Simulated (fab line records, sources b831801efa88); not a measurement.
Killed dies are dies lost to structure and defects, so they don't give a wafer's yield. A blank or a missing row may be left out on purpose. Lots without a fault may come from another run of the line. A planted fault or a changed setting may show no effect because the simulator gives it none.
One fault seen from 2 desks | flow sky130 | each desk has only its own numbers; what lay behind them comes last

THE METROLOGY DESK
What the gauges read, lot by lot, whatever tool the lot ran on: means of the sampled wafers that have a number. A lot is out of limits, marked OUT, if its mean lies more than 4 standard deviations from the usual mean; the brackets give that distance.
Columns: A = GATE_OXIDE_OXIDATION_00_THK at SKY_GATE_OXIDE_THK_MEAS_02, usual 10.38 nm; B = CONTACT_CVD_00_THK at SKY_CONTACT_THK_MEAS_01, usual 75.0 nm; C = cd_nm at SKY_CONTACT_CD_MEAS_14, usual 169.5 nm
lot  | first seen here | A               | B    | C
L424 | day 13 13:02    | 10.21           | 75.1 | 166.3
L430 | day 15 12:01    | 9.04 (-6.7) OUT | 74.8 | 169.0
L431 | day 15 20:56    | 9.07 (-6.5) OUT | 75.2 | 169.5
L432 | day 16 01:41    | 10.29           | 76.2 | 167.6
L433 | day 16 09:37    | 8.61 (-8.9) OUT | 75.7 | 170.9
L434 | day 16 16:44    | 10.47           | 73.0 | 171.6
L436 | day 17 18:08    | 10.08           | 74.4 | 170.1
L437 | day 17 22:19    | 10.56           | 75.4 | 169.3
L441 | day 19 05:06    | 10.43           | 75.5 | 170.6
L443 | day 19 20:34    | 10.47           | 75.0 | 169.8
L444 | day 20 09:19    | 10.11           | 75.5 | 171.5
L445 | day 20 21:17    | 10.17           | 74.8 | 168.4
This desk's finding: out of limits on L430, L431, L433; first on L430, day 15 12:01 (GATE_OXIDE_OXIDATION_00_THK at SKY_GATE_OXIDE_THK_MEAS_02). In limits: L424, L432, L434, L436, L437, L441, L443, L444, L445.

THE TOOL OWNER'S DESK: furnace-02
The tool's own readings at SKY_GATE_OXIDE_OXIDATION_01 (stabilise 600 s, purge 300 s, target thk 10.268 nm): means of the sampled wafers that have a number, for each lot that ran on this tool. A lot is out of limits, marked OUT, if its mean lies more than 4 standard deviations from the usual mean; the brackets give that distance.
Columns: A = spike_tc_bottom_C at SKY_GATE_OXIDE_OXIDATION_01, usual 916.9 C; B = spike_tc_centre_C at SKY_GATE_OXIDE_OXIDATION_01, usual 901.2 C; C = spike_tc_lower_C at SKY_GATE_OXIDE_OXIDATION_01, usual 900.3 C; D = spike_tc_top_C at SKY_GATE_OXIDE_OXIDATION_01, usual 913.1 C; E = spike_tc_upper_C at SKY_GATE_OXIDE_OXIDATION_01, usual 900.4 C; F = zone_power_lower_pct at SKY_GATE_OXIDE_OXIDATION_01, usual 17.15 %
lot  | first seen here | A                | B               | C               | D                | E               | F
L424 | day 13 11:38    | 917.9            | 900.8           | 898.9           | 911.0            | 900.4           | 17.37
L430 | day 15 10:35    | 904.6 (-10) OUT  | 887.4 (-11) OUT | 886.7 (-12) OUT | 896.9 (-6.5) OUT | 888.3 (-12) OUT | 16.81
L431 | day 15 19:31    | 904.8 (-10) OUT  | 886.3 (-11) OUT | 886.1 (-13) OUT | 897.7 (-6.2) OUT | 888.0 (-13) OUT | 16.57
L433 | day 16 08:11    | 905.1 (-9.8) OUT | 886.9 (-11) OUT | 886.6 (-12) OUT | 897.6 (-6.2) OUT | 885.9 (-15) OUT | 16.64
L444 | day 20 07:53    | 917.9            | 899.7           | 901.0           | 911.0            | 899.8           | 17.18
L445 | day 20 19:53    | 918.0            | 899.7           | 900.6           | 911.4            | 899.6           | 17.04
This desk's finding: out of limits on L430, L431, L433; first on L430, day 15 10:35 (spike_tc_bottom_C at SKY_GATE_OXIDE_OXIDATION_01). In limits: L424, L444, L445.

PUT TOGETHER
The tool owner's desk could have raised an alarm at day 15 10:35, on L430, L431, L433.
The metrology desk could have raised an alarm at day 15 12:01, on L430, L431, L433.
Of the lots named, all ran SKY_GATE_OXIDE_OXIDATION_01 on furnace-02.

WHAT THE SIMULATOR HAD PUT IN
Process parameter drift: furnace-02, from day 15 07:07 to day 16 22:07, at SKY_GATE_OXIDE_OXIDATION_01. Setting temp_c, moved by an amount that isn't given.
Lots struck among those shown: L430, L431, L433.
Hours from the fault's start to each desk's first reading out of limits: the tool owner's desk, 3; the metrology desk, 5.
